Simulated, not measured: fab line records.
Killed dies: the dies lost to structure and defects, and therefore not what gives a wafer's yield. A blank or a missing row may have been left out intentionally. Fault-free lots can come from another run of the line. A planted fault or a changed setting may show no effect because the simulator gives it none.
fab line records | flow gf180mcu
record lots=5 wafers=23
route steps=602 shown VT_IMPLANT@120 DUAL_GATE@143 HV_LDD@182 NSD@237 PSD@252
startH: hours from the record's opening day to when the first of the lot's shown wafers began | waitH: how many hours have passed since the lot's step before this one | " repeats the value in the row above | L1.1+2: one row covering several wafers at once | - value missing, or start not given | * or withheld: withheld | < > ~ a bound
route shown NAME@n: names a module that has steps shown in the file, with the first one's number in the route | usual: mean/standard deviation taken from wafers without a fault | same: alike in all rows | chamber/n: place in a boat | sites: the reading at each site | _std_site: standard deviation across them | _edge_site: outer sites' mean less inner sites' | radiusMm: how far each site lies from the wafer's centre | mask NAME#n: copy n | behind: tool/chamber where the wafer was last shaped | hold: reason for holding the lot/hours on hold/outcome of the hold | device: the n, p or np transistor that did not switch | end of line: tests run on the same wafers once the route is complete | where a step has no rows: the recipe by itself | killed: at the first sort, the dies lost to defects and structure; wafer yield is something else | map: a wafer's dies, marking killed ones x, the rest . and places with no die _
set.NAME: setting as actually run; set.NAME@STEP: the setting as run at that earlier step | model.NAME: the simulator's own value behind a step, which no gauge read
lots run with intentionally changed settings; tables by step, rows by wafer
## steps
# step GF_VT_IMPLANT_IMPLANT_30
# recipe species=B energyKev=25 doseCm2=2.534e+12 tiltDeg=7
# columns lot.wafer tool chamber startH waitH set.energyKev model.implant.rpNm model.implant.drpNm
L074.1+5+6 implanter-04 0 137.90 0.0 26.2 83.36 37.62
L074.2+3 " 0 " " 25 79.6 35.62
L075.2+4+5 implanter-04 0 148.65 0.0 25 81.03 35.62
L082.2+3+4 implanter-01 0 190.28 0.0 25 81.82 35.62
L082.5+6 " 0 " " 22.78 74.64 31.99
L083.1+4 implanter-04 0 198.30 0.0 25 82.23 35.62
L083.2+3+5 " 0 " " 26.71 87.77 38.44
L085.1+6 implanter-04 0 212.05 0.0 25 81.64 35.62
L085.2+3+5 " 0 " " 23.35 76.31 32.89
# step GF_VT_IMPLANT_STRIP_31
# recipe chemistry=O2/N2 powerW=1400 pressureMtorr=1500 platenTempC=250 o2FlowSccm=3000 n2FlowSccm=300 overashFraction=0.5
# step GF_VT_IMPLANT_TW_MEAS_32
# usual VT_IMPLANT_3_TW=270.0/1.6
# columns lot.wafer tool chamber startH waitH set.energyKev@VT_IMPLANT_IMPLANT_30 VT_IMPLANT_3_TW
L074.1 filmMetro-02 - 138.15 0.1 26.2 271.2
L074.2 " - " " 25 266.8
L074.3 " - " " 25 268.1
L074.5 " - " " 26.2 269.6
L074.6 " - " " 26.2 269.6
L075.2 filmMetro-04 - 148.91 0.1 25 270.5
L075.4 " - " " 25 270.9
L075.5 " - " " 25 272.3
L082.2 filmMetro-02 - 190.51 0.1 25 270.1
L082.3 " - " " 25 269.4
L082.4 " - " " 25 268.9
L082.5 " - " " 22.78 264.6
L082.6 " - " " 22.78 264.9
L083.1 filmMetro-04 - 198.55 0.1 25 268.8
L083.2 " - " " 26.71 273.2
L083.3 " - " " 26.71 273.8
L083.4 " - " " 25 268.7
L083.5 " - " " 26.71 273.0
L085.1 filmMetro-03 - 212.30 0.1 25 271.3
L085.2 " - " " 23.35 268.7
L085.3 " - " " 23.35 268.5
L085.5 " - " " 23.35 267.2
L085.6 " - " " 25 272.2
# step GF_VT_IMPLANT_IMPLANT_41
# recipe species=As energyKev=70 doseCm2=1.013e+12 tiltDeg=7
# columns lot.wafer tool chamber startH waitH set.energyKev model.implant.rpNm model.implant.drpNm
L074.1+2+3+5+6 implanter-03 0 153.47 0.0 70 42.52 18.17
L075.2+4+5 implanter-03 0 164.42 0.0 70 42.75 18.17
L082.2+4 implanter-04 0 207.42 0.0 74.09 45.09 18.99
L082.3+5+6 " 0 " " 70 42.95 18.17
L083.1+3+4 implanter-04 0 215.82 0.0 72.58 43.01 18.69
L083.2+5 " 0 " " 70 41.7 18.17
L085.1+5+6 implanter-03 0 230.25 0.0 71.47 42.16 18.47
L085.2+3 " 0 " " 70 41.42 18.17
# step GF_VT_IMPLANT_STRIP_42
# recipe chemistry=O2/N2 powerW=1400 pressureMtorr=1500 platenTempC=250 o2FlowSccm=3000 n2FlowSccm=300 overashFraction=0.5
# step GF_VT_IMPLANT_TW_MEAS_43
# usual VT_IMPLANT_4_TW=694/3.4
# columns lot.wafer tool chamber startH waitH set.energyKev@VT_IMPLANT_IMPLANT_41 VT_IMPLANT_4_TW
L074.1 filmMetro-04 - 153.72 0.1 70 694
L074.2 " - " " 70 693
L074.3 " - " " 70 700
L074.5 " - " " 70 698
L074.6 " - " " 70 701
L075.2 filmMetro-03 - 164.66 0.1 70 695
L075.4 " - " " 70 694
L075.5 " - " " 70 696
L082.2 filmMetro-03 - 207.66 0.1 74.09 711
L082.3 " - " " 70 698
L082.4 " - " " 74.09 709
L082.5 " - " " 70 697
L082.6 " - " " 70 697
L083.1 filmMetro-03 - 216.07 0.1 72.58 706
L083.2 " - " " 70 695
L083.3 " - " " 72.58 702
L083.4 " - " " 72.58 704
L083.5 " - " " 70 696
L085.1 filmMetro-04 - 230.50 0.1 71.47 693
L085.2 " - " " 70 692
L085.3 " - " " 70 691
L085.5 " - " " 71.47 702
L085.6 " - " " 71.47 700
# step GF_DUAL_GATE_OXIDATION_02
# recipe tempC=900 ambient=O2 stabiliseS=600 purgeS=300 targetThkA=108.87 oxTimeS=1602
# columns lot.wafer tool chamber startH waitH set.tempC model.SiO2_of_DUAL_GATE_OXIDATION_02.thkNm
L074.1 - - - 0.5 892.4 9.853
L074.2 " - " " 892.4 9.863
L074.3 " - " " 892.4 9.829
L074.5 " - " " 892.4 9.814
L074.6 " - " " 892.4 9.822
L075.2 furnace-01 0 167.34 1.8 900 11.05
L075.4 " 0 " " 900 10.92
L075.5 " 0 " " 900 11.02
L082.2 - - - 0.0 902.2 11.12
L082.3 " - " " 902.2 11.08
L082.4 " - " " 902.2 10.96
L082.5 " - " " 902.2 10.99
L082.6 " - " " 902.2 11.11
L083.1 - - - 0.0 896.2 10.75
L083.2 " - " " 896.2 10.52
L083.3 " - " " 896.2 10.65
L083.4 " - " " 896.2 10.76
L083.5 " - " " 896.2 10.68
L085.1 - - - 0.0 902.6 11.24
L085.2 " - " " 902.6 11.26
L085.3 " - " " 902.6 11.34
L085.5 " - " " 902.6 11.29
L085.6 " - " " 902.6 11.2
# step GF_DUAL_GATE_THK_MEAS_03
# recipe reads=SiO2_of_DUAL_GATE_OXIDATION_02
# usual DUAL_GATE_OXIDATION_00_THK=10.89/0.17
# columns lot.wafer tool chamber startH waitH set.tempC@DUAL_GATE_OXIDATION_02 DUAL_GATE_OXIDATION_00_THK[nm]
L074.1 filmMetro-03 - - - 892.4 9.92
L074.2 " - " " 892.4 9.87
L074.3 " - " " 892.4 9.85
L074.5 " - " " 892.4 9.76
L074.6 " - " " 892.4 9.78
L075.2 filmMetro-01 - 168.80 0.0 900 11.06
L075.4 " - " " 900 10.88
L075.5 " - " " 900 10.94
L082.2 filmMetro-03 - - - 902.2 11.13
L082.3 " - " " 902.2 11.13
L082.4 " - " " 902.2 10.93
L082.5 " - " " 902.2 10.94
L082.6 " - " " 902.2 11.12
L083.1 filmMetro-04 - - - 896.2 10.76
L083.2 " - " " 896.2 10.49
L083.3 " - " " 896.2 10.66
L083.4 " - " " 896.2 10.77
L083.5 " - " " 896.2 10.66
L085.1 filmMetro-01 - - - 902.6 11.21
L085.2 " - " " 902.6 11.25
L085.3 " - " " 902.6 11.31
L085.5 " - " " 902.6 11.27
L085.6 " - " " 902.6 11.24
# step GF_DUAL_GATE_STRIP_13
# recipe chemistry=O2/N2 powerW=1400 pressureMtorr=1500 platenTempC=250 o2FlowSccm=3000 n2FlowSccm=300 overashFraction=0.5
# usual oesProductAu=0.716/0.0043 stripTimeToEndpointS=12.65/0.036
# columns lot.wafer tool chamber startH waitH set.powerW oesProductAu stripTimeToEndpointS
L074.1 plasmaAsher-02 0 171.88 0.0 1244 0.669 13.85
L074.2 " 1 " " 1400 0.714 12.68
L074.3 " 1 " " 1244 0.665 13.87
L074.5 " 0 " " 1400 0.720 12.66
L074.6 " 1 " " 1244 0.669 13.86
L075.2 plasmaAsher-04 0 185.03 0.0 1400 0.719 12.69
L075.4 " 1 " " 1400 0.715 12.69
L075.5 " 0 " " 1400 0.715 12.64
L082.2 plasmaAsher-02 0 227.25 0.0 1400 0.715 12.63
L082.3 " 1 " " 1400 0.717 12.61
L082.4 " 0 " " 1400 0.717 12.63
L082.5 " 0 " " 1400 0.713 12.60
L082.6 " 1 " " 1400 0.716 12.60
L083.1 plasmaAsher-02 1 236.09 0.0 1400 0.724 12.66
L083.2 " 0 " " 1317 0.687 13.26
L083.3 " 0 " " 1317 0.692 13.24
L083.4 " 1 " " 1400 0.714 12.67
L083.5 " 1 " " 1400 0.714 12.65
L085.1 plasmaAsher-02 0 251.66 0.0 1513 0.754 11.92
L085.2 " 1 " " 1513 0.749 11.92
L085.3 " 1 " " 1400 0.718 12.67
L085.5 " 0 " " 1400 0.709 12.71
L085.6 " 1 " " 1513 0.748 11.95
# step GF_HV_LDD_DEVELOP_06
# recipe developTimeS=60 devTempC=23
# columns lot.wafer tool chamber startH waitH set.developTimeS
L074.1+3 lithoTrack-01 0 211.69 0.1 60
L074.2+5+6 " 0 " " 55.63
L075.2+4+5 lithoTrack-04 0 225.89 0.1 60
L082.2+3+6 lithoTrack-04 0 270.79 0.1 60
L082.4+5 " 0 " " 57.5
L083.1+4 lithoTrack-01 0 278.98 0.1 56.19
L083.2+3+5 " 0 " " 60
L085.1+5 lithoTrack-03 0 298.53 0.1 66.77
L085.2+3+6 " 0 " " 60
# step GF_HV_LDD_CD_MEAS_07
# recipe targetCdNm=400
# usual cdNm=399.3/2.6
# columns lot.wafer tool chamber startH waitH set.developTimeS@HV_LDD_DEVELOP_06 cdNm
L074.1 cdSem-02 - 211.84 0.1 60 399.5
L074.2 " - " " 55.63 390.2
L074.3 " - " " 60 399.4
L074.5 " - " " 55.63 390.8
L074.6 " - " " 55.63 392.1
L075.2 cdSem-01 - 226.03 0.1 60 401.4
L075.4 " - " " 60 403.4
L075.5 " - " " 60 400.4
L082.2 cdSem-01 - 270.93 0.1 60 401.0
L082.3 " - " " 60 400.5
L082.4 " - " " 57.5 395.4
L082.5 " - " " 57.5 396.5
L082.6 " - " " 60 399.4
L083.1 cdSem-02 - 279.18 0.2 56.19 391.0
L083.2 " - " " 60 398.5
L083.3 " - " " 60 400.7
L083.4 " - " " 56.19 393.2
L083.5 " - " " 60 397.0
L085.1 cdSem-01 - 298.68 0.1 66.77 408.5
L085.2 " - " " 60 399.4
L085.3 " - " " 60 399.5
L085.5 " - " " 66.77 407.9
L085.6 " - " " 60 399.1
# step GF_HV_LDD_IMPLANT_21
# recipe species=BF2 energyKev=25 doseCm2=5e+13 tiltDeg=7
# columns lot.wafer tool chamber startH waitH set.energyKev model.implant.rpNm model.implant.drpNm
L074.1+2+6 implanter-04 0 230.09 0.0 26.36 22.21 11.84
L074.3+5 " 0 " " 25 21.29 11.41
L075.2+4+5 implanter-04 0 244.69 0.0 25 20.67 11.41
L082.2+3+4+5+6 implanter-04 0 290.57 0.0 25 20.36 11.41
L083.1+3+5 implanter-02 0 299.14 0.0 25 20.74 11.41
L083.2+4 " 0 " " 25.78 21.26 11.66
L085.1+2+3+5+6 implanter-01 0 318.94 0.0 25 20.25 11.41
# step GF_HV_LDD_EXPOSE_28
# recipe maskId=Nplus_HV_AREA targetCdNm=400 na=0.6 sourceShape=conventional sigmaOuter=0.6 doseMj=140
# columns lot.wafer tool chamber startH waitH mask set.doseMj
L074.1+5 ilineStepper-01 0 - - Nplus_HV_AREA#0 140
L074.2+3+6 " 0 " " Nplus_HV_AREA#0 135
L075.2+4+5 ilineStepper-01 0 - - Nplus_HV_AREA#0 140
L082.2+3+4+5+6 ilineStepper-01 0 - - Nplus_HV_AREA#0 140
L083.1+5 ilineStepper-01 0 - - Nplus_HV_AREA#0 140
L083.2+3+4 " 0 " " Nplus_HV_AREA#0 145.5
L085.1+2+3+5+6 ilineStepper-01 0 - - Nplus_HV_AREA#0 140
# step GF_HV_LDD_PEB_29
# recipe tempC=withheld timeS=* resist=NOVOLAK
# step GF_HV_LDD_DEVELOP_30
# recipe developTimeS=60 devTempC=23
# step GF_HV_LDD_CD_MEAS_31
# recipe targetCdNm=400
# usual cdNm=398.4/2.3
# columns lot.wafer tool chamber startH waitH set.doseMj@HV_LDD_EXPOSE_28 cdNm
L074.1 cdSem-02 - 248.49 0.1 140 398.6
L074.2 " - " " 135 390.5
L074.3 " - " " 135 390.0
L074.5 " - " " 140 401.4
L074.6 " - " " 135 389.5
L075.2 cdSem-01 - 263.48 0.1 140 400.3
L075.4 " - " " 140 402.6
L075.5 " - " " 140 402.2
L082.2 cdSem-02 - 311.20 0.1 140 396.6
L082.3 " - " " 140 396.4
L082.4 " - " " 140 397.2
L082.5 " - " " 140 397.1
L082.6 " - " " 140 397.7
L083.1 cdSem-02 - 319.66 0.1 140 395.5
L083.2 " - " " 145.5 406.5
L083.3 " - " " 145.5 410.6
L083.4 " - " " 145.5 409.4
L083.5 " - " " 140 398.4
L085.1 cdSem-01 - 340.63 0.1 140 399.9
L085.2 " - " " 140 399.1
L085.3 " - " " 140 398.0
L085.5 " - " " 140 398.9
L085.6 " - " " 140 400.0
# step GF_NSD_COAT_02
# recipe resist=NOVOLAK spinRpm=3000 resistThkNm=1000
# columns lot.wafer tool chamber startH waitH set.resistThkNm model.NOVOLAK_of_NSD_COAT_02.thkNm
L074.1 lithoTrack-02 0 280.31 0.1 1000 1004
L074.2+3 " 0 " " 1000 1003
L074.5 " 0 " " 1000 998.7
L074.6 " 0 " " 1000 1001
L075.2 lithoTrack-01 0 297.11 0.1 1000 997.4
L075.4 " 0 " " 1000 997.5
L075.5 " 0 " " 1000 996.1
L082.2+3 lithoTrack-02 0 347.74 0.1 1000 1004
L082.4+5 " 0 " " 1000 1003
L082.6 " 0 " " 1000 1005
L083.1 lithoTrack-04 0 354.76 0.1 1000 999.7
L083.2 " 0 " " 1000 1001
L083.3 " 0 " " 1037 1040
L083.4 " 0 " " 1000 1003
L083.5 " 0 " " 1037 1037
L085.1+2 lithoTrack-04 0 377.56 0.1 1016 1018
L085.3 " 0 " " 1000 1004
L085.5 " 0 " " 1000 1001
L085.6 " 0 " " 1016 1022
# step GF_NSD_DEVELOP_06
# recipe developTimeS=60 devTempC=23
# columns lot.wafer tool chamber startH waitH set.developTimeS
L074.1+2 lithoTrack-02 0 290.31 0.1 51.54
L074.3+5+6 " 0 " " 60
L075.2+4+5 lithoTrack-04 0 307.49 0.1 60
L082.2+3+4 lithoTrack-02 0 358.74 0.1 51.17
L082.5+6 " 0 " " 60
L083.1+3+5 lithoTrack-02 0 365.31 0.1 60
L083.2+4 " 0 " " 66.49
L085.1+2+5 lithoTrack-02 0 388.46 0.1 64.35
L085.3+6 " 0 " " 60
# step GF_NSD_CD_MEAS_07
# recipe targetCdNm=400
# usual cdNm=398.4/2.3
# columns lot.wafer tool chamber startH waitH set.developTimeS@NSD_DEVELOP_06 cdNm
L074.1 cdSem-01 - 290.46 0.1 51.54 382.9
L074.2 " - " " 51.54 384.6
L074.3 " - " " 60 397.4
L074.5 " - " " 60 398.5
L074.6 " - " " 60 397.8
L075.2 cdSem-01 - 307.63 0.1 60 402.9
L075.4 " - " " 60 401.3
L075.5 " - " " 60 400.1
L082.2 cdSem-02 - 358.89 0.1 51.17 384.6
L082.3 " - " " 51.17 386.5
L082.4 " - " " 51.17 385.9
L082.5 " - " " 60 401.1
L082.6 " - " " 60 400.6
L083.1 cdSem-02 - 365.46 0.1 60 394.7
L083.2 " - " " 66.49 404.9
L083.3 " - " " 60 390.7
L083.4 " - " " 66.49 404.8
L083.5 " - " " 60 389.6
L085.1 cdSem-02 - 388.61 0.1 64.35 405.4
L085.2 " - " " 64.35 404.5
L085.3 " - " " 60 399.7
L085.5 " - " " 64.35 404.7
L085.6 " - " " 60 397.5
# step GF_NSD_IMPLANT_09
# recipe species=As energyKev=60 doseCm2=4e+15 tiltDeg=7
# step GF_NSD_IMPLANT_10
# recipe species=P energyKev=40 doseCm2=5e+14 tiltDeg=7
# step GF_NSD_STRIP_11
# recipe chemistry=O2/N2 powerW=1400 pressureMtorr=1500 platenTempC=250 o2FlowSccm=3000 n2FlowSccm=300 overashFraction=0.5
# usual stripTimeToEndpointS=22.97/0.034
# columns lot.wafer tool chamber startH waitH set.resistThkNm@NSD_COAT_02 stripTimeToEndpointS
L074.1 plasmaAsher-04 0 290.92 0.1 1000 23.04
L074.2 " 1 " " 1000 23.02
L074.3 " 1 " " 1000 23.02
L074.5 " 1 " " 1000 22.95
L074.6 " 0 " " 1000 23.00
L075.2 plasmaAsher-04 0 308.07 0.1 1000 22.91
L075.4 " 0 " " 1000 22.90
L075.5 " 1 " " 1000 22.90
L082.2 plasmaAsher-04 1 359.33 0.1 1000 22.99
L082.3 " 0 " " 1000 22.99
L082.4 " 1 " " 1000 22.99
L082.5 " 0 " " 1000 23.00
L082.6 " 1 " " 1000 23.02
L083.1 plasmaAsher-01 0 365.92 0.1 1000 22.96
L083.2 " 1 " " 1000 22.95
L083.3 " 0 " " 1037 23.40
L083.4 " 1 " " 1000 22.99
L083.5 " 1 " " 1037 23.38
L085.1 plasmaAsher-04 1 389.07 0.1 1016 23.17
L085.2 " 0 " " 1016 23.17
L085.3 " 1 " " 1000 23.00
L085.5 " 1 " " 1000 22.98
L085.6 " 0 " " 1016 23.23
# step GF_PSD_EXPOSE_04
# recipe maskId=Pplus targetCdNm=400 na=0.6 sourceShape=conventional sigmaOuter=0.6 doseMj=140
# columns lot.wafer tool chamber startH waitH mask set.doseMj
L074.1+3 ilineStepper-02 0 - - Pplus#0 140
L074.2+5+6 " 0 " " Pplus#0 144.6
L075.2+4+5 ilineStepper-01 0 - - Pplus#0 140
L082.2+3 ilineStepper-02 0 - - Pplus#0 140
L082.4+5+6 " 0 " " Pplus#0 133.6
L083.1+5 ilineStepper-01 0 - - Pplus#0 148.7
L083.2+3+4 " 0 " " Pplus#0 140
L085.1+2+3+5+6 ilineStepper-02 0 - - Pplus#0 140
# step GF_PSD_PEB_05
# recipe tempC=withheld timeS=* resist=NOVOLAK
# step GF_PSD_DEVELOP_06
# recipe developTimeS=57.92 devTempC=23
# columns lot.wafer tool chamber startH waitH set.doseMj@PSD_EXPOSE_04 model.PSD.cdNm
L074.1 lithoTrack-02 0 310.46 0.1 140 397.6
L074.2 " 0 " " 144.6 406.3
L074.3 " 0 " " 140 396.5
L074.5 " 0 " " 144.6 408.2
L074.6 " 0 " " 144.6 404.8
L075.2 lithoTrack-03 0 328.11 0.1 140 402
L075.4 " 0 " " 140 402.9
L075.5 " 0 " " 140 403.3
L082.2 lithoTrack-04 0 381.28 0.1 140 397.4
L082.3 " 0 " " 140 399.3
L082.4 " 0 " " 133.6 387
L082.5 " 0 " " 133.6 388.3
L082.6 " 0 " " 133.6 388.6
L083.1 lithoTrack-02 0 387.81 0.1 148.7 415
L083.2 " 0 " " 140 396.7
L083.3 " 0 " " 140 396.6
L083.4 " 0 " " 140 398.5
L083.5 " 0 " " 148.7 413.2
L085.1 lithoTrack-03 0 411.83 0.1 140 401
L085.2 " 0 " " 140 401.9
L085.3 " 0 " " 140 400.8
L085.5 " 0 " " 140 400.7
L085.6 " 0 " " 140 397.6
# step GF_PSD_CD_MEAS_07
# recipe targetCdNm=400
# usual cdNm=399.7/2.8
# columns lot.wafer tool chamber startH waitH set.doseMj@PSD_EXPOSE_04 cdNm
L074.1 cdSem-02 - 310.61 0.1 140 397.5
L074.2 " - " " 144.6 406.3
L074.3 " - " " 140 396.3
L074.5 " - " " 144.6 408.3
L074.6 " - " " 144.6 404.6
L075.2 cdSem-01 - 328.25 0.1 140 402.3
L075.4 " - " " 140 402.7
L075.5 " - " " 140 402.8
L082.2 cdSem-01 - 381.43 0.1 140 397.5
L082.3 " - " " 140 399.4
L082.4 " - " " 133.6 386.8
L082.5 " - " " 133.6 388.4
L082.6 " - " " 133.6 388.3
L083.1 cdSem-02 - 387.96 0.1 148.7 414.8
L083.2 " - " " 140 396.4
L083.3 " - " " 140 396.6
L083.4 " - " " 140 398.8
L083.5 " - " " 148.7 413.1
L085.1 cdSem-02 - 411.98 0.1 140 401.3
L085.2 " - " " 140 401.9
L085.3 " - " " 140 400.8
L085.5 " - " " 140 400.5
L085.6 " - " " 140 397.9
## key
split step=GF_VT_IMPLANT_IMPLANT_30 setting=energyKev stated=25 by=wafer
response step=GF_VT_IMPLANT_IMPLANT_30 reading=model.implant.rpNm change=+0.806 per=1% r=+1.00
response step=GF_VT_IMPLANT_IMPLANT_30 reading=model.implant.drpNm change=+0.412 per=1% r=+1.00
response step=GF_VT_IMPLANT_TW_MEAS_32 reading=VT_IMPLANT_3_TW change=+0.569 per=1% r=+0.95
split step=GF_VT_IMPLANT_IMPLANT_41 setting=energyKev stated=70 by=wafer
response step=GF_VT_IMPLANT_IMPLANT_41 reading=model.implant.rpNm change=+0.363 per=1% r=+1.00
response step=GF_VT_IMPLANT_IMPLANT_41 reading=model.implant.drpNm change=+0.14 per=1% r=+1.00
response step=GF_VT_IMPLANT_TW_MEAS_43 reading=VT_IMPLANT_4_TW change=+2.27 per=1% r=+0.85
split step=GF_DUAL_GATE_OXIDATION_02 setting=tempC stated=900 by=lot
response step=GF_DUAL_GATE_OXIDATION_02 reading=model.SiO2_of_DUAL_GATE_OXIDATION_02.thkNm change=+1.11 per=1% r=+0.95
response step=GF_DUAL_GATE_THK_MEAS_03 reading=DUAL_GATE_OXIDATION_00_THK change=+1.11 per=1% r=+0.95
split step=GF_DUAL_GATE_STRIP_13 setting=powerW stated=1400 by=wafer
response step=GF_DUAL_GATE_STRIP_13 reading=oesProductAu change=+0.00449 per=1% r=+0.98
response step=GF_DUAL_GATE_STRIP_13 reading=stripTimeToEndpointS change=* per=1% r=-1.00
split step=GF_HV_LDD_DEVELOP_06 setting=developTimeS stated=60 by=wafer
response step=GF_HV_LDD_CD_MEAS_07 reading=cdNm change=+0.928 per=1% r=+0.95
split step=GF_HV_LDD_IMPLANT_21 setting=energyKev stated=25 by=wafer
response step=GF_HV_LDD_IMPLANT_21 reading=model.implant.rpNm change=+0.169 per=1% r=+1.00
response step=GF_HV_LDD_IMPLANT_21 reading=model.implant.drpNm change=+0.0798 per=1% r=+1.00
split step=GF_HV_LDD_EXPOSE_28 setting=doseMj stated=140 by=wafer
response step=GF_HV_LDD_CD_MEAS_31 reading=cdNm change=+2.92 per=1% r=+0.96
split step=GF_NSD_COAT_02 setting=resistThkNm stated=1000 by=wafer
response step=GF_NSD_COAT_02 reading=model.NOVOLAK_of_NSD_COAT_02.thkNm change=+10.1 per=1% r=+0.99
response step=GF_NSD_STRIP_11 reading=stripTimeToEndpointS change=* per=1% r=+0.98
split step=GF_NSD_DEVELOP_06 setting=developTimeS stated=60 by=wafer
response step=GF_NSD_CD_MEAS_07 reading=cdNm change=+1.04 per=1% r=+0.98
split step=GF_PSD_EXPOSE_04 setting=doseMj stated=140 by=wafer
response step=GF_PSD_DEVELOP_06 reading=model.PSD.cdNm change=+2.6 per=1% r=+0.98
response step=GF_PSD_CD_MEAS_07 reading=cdNm change=+2.61 per=1% r=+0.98
